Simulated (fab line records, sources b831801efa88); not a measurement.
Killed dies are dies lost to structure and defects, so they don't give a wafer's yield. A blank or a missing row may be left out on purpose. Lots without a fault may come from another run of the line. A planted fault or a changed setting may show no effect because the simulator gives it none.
Which tool did it? | flow sky130 | 14 lots, 42 wafers sampled, at 1 step of a route of 708

WHAT THE GAUGES READ, wafer by wafer
The record holds no reading of a measuring or inspecting step that can be judged against a usual standard deviation.

WHICH TOOL RAN EACH LOT (tool, then ch and the chambers of the sampled wafers, then the start)
lot  | SKY_LDD_N_IMPLANT_14
L984 | implanter-03 ch 0, day 17 04:46
L985 | implanter-03 ch 0, day 17 13:07
L986 | implanter-01 ch 0, day 18 04:45
L987 | implanter-04 ch 0, day 18 13:03
L988 | implanter-03 ch 0, day 18 22:53
L989 | implanter-04 ch 0, day 19 05:08
L992 | implanter-03 ch 0, day 20 15:11
L994 | implanter-01 ch 0, day 22 06:45
L996 | implanter-01 ch 0, day 22 13:36
L100 | implanter-04 ch 0, day 23 22:32
L101 | implanter-01 ch 0, day 24 06:46
L103 | implanter-03 ch 0, day 24 17:26
L106 | implanter-01 ch 0, day 25 16:16
L107 | implanter-04 ch 0, day 25 19:17
- SKY_LDD_N_IMPLANT_14

WHAT THE TOOLS THEMSELVES READ (means of the sampled wafers that have a number; where no wafer has one, the mark that the record gives instead)
SKY_LDD_N_IMPLANT_14. Usual: beam_energy_keV 49.999, standard deviation 0.017; dose_ions_cm2 5.001e+12, standard deviation 5.3e+09; faraday_current_uA 28.3, standard deviation 0.52.
lot  | tool         | beam_energy_keV | dose_ions_cm2 | faraday_current_uA | flag
L984 | implanter-03 | 50.016          | 4.994e+12     | 28.9               |
L985 | implanter-03 | 50.024          | 4.994e+12     | 28.3               |
L986 | implanter-01 | 50.016          | 4.997e+12     | 27.7               |
L987 | implanter-04 | 49.990          | 5.000e+12     | 28.5               |
L988 | implanter-03 | 50.003          | 5.003e+12     | 28.6               |
L989 | implanter-04 | 49.996          | 5.004e+12     | 28.3               |
L992 | implanter-03 | 50.007          | 4.998e+12     | 28.5               |
L994 | implanter-01 | 49.988          | 5.004e+12     | 28.2               |
L996 | implanter-01 | 50.012          | 5.003e+12     | 27.7               |
L100 | implanter-04 | 50.009          | 4.997e+12     | 28.3               |
L101 | implanter-01 | 50.009          | 4.802e+12     | 27.6               | OFF
L103 | implanter-03 | 50.007          | 5.002e+12     | 28.4               |
L106 | implanter-01 | 49.982          | 4.804e+12     | 27.1               | OFF
L107 | implanter-04 | 50.004          | 5.003e+12     | 28.0               |

THE ANSWER, worked out from the rows above alone
Rule: a lot is off if the mean of its wafers that have a number lies more than 3 standard deviations from the usual mean. A lot without any number at a reading at which 4 lots or more have one is off too. The other lots that the step has rows for count as sound. The gauges are gone through in route order, then the tools' own readings, and for those a lot's mean is taken as printed above. The first step at which some lot is off is used, and at that step the reading that is off furthest; a lot without a number counts as furthest.
Off: L101, L106, at SKY_LDD_N_IMPLANT_14 (dose_ions_cm2).
A tool fits if, at that step or a process step before it, it ran every lot that is off, and no sound lot after the first of them. One fits: implanter-01 at SKY_LDD_N_IMPLANT_14. Its last sound lot is L996 (day 22 13:36), its first lot that is off L101 (day 24 06:46): a fault that began between those two fits.
The tool's own readings at SKY_LDD_N_IMPLANT_14 bear it out: on the lots that are off they differ by more than 5 times the standard deviation of the sound lots' means. dose_ions_cm2 reads 4.803e+12 there against 5.000e+12 on the sound lots.

WHAT THE SIMULATOR HAD PUT IN
Process parameter drift: implanter-01, from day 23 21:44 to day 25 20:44, at SKY_LDD_N_IMPLANT_14. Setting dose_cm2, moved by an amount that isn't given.
Lots struck among those shown: L101, L106. The rule above found the same.
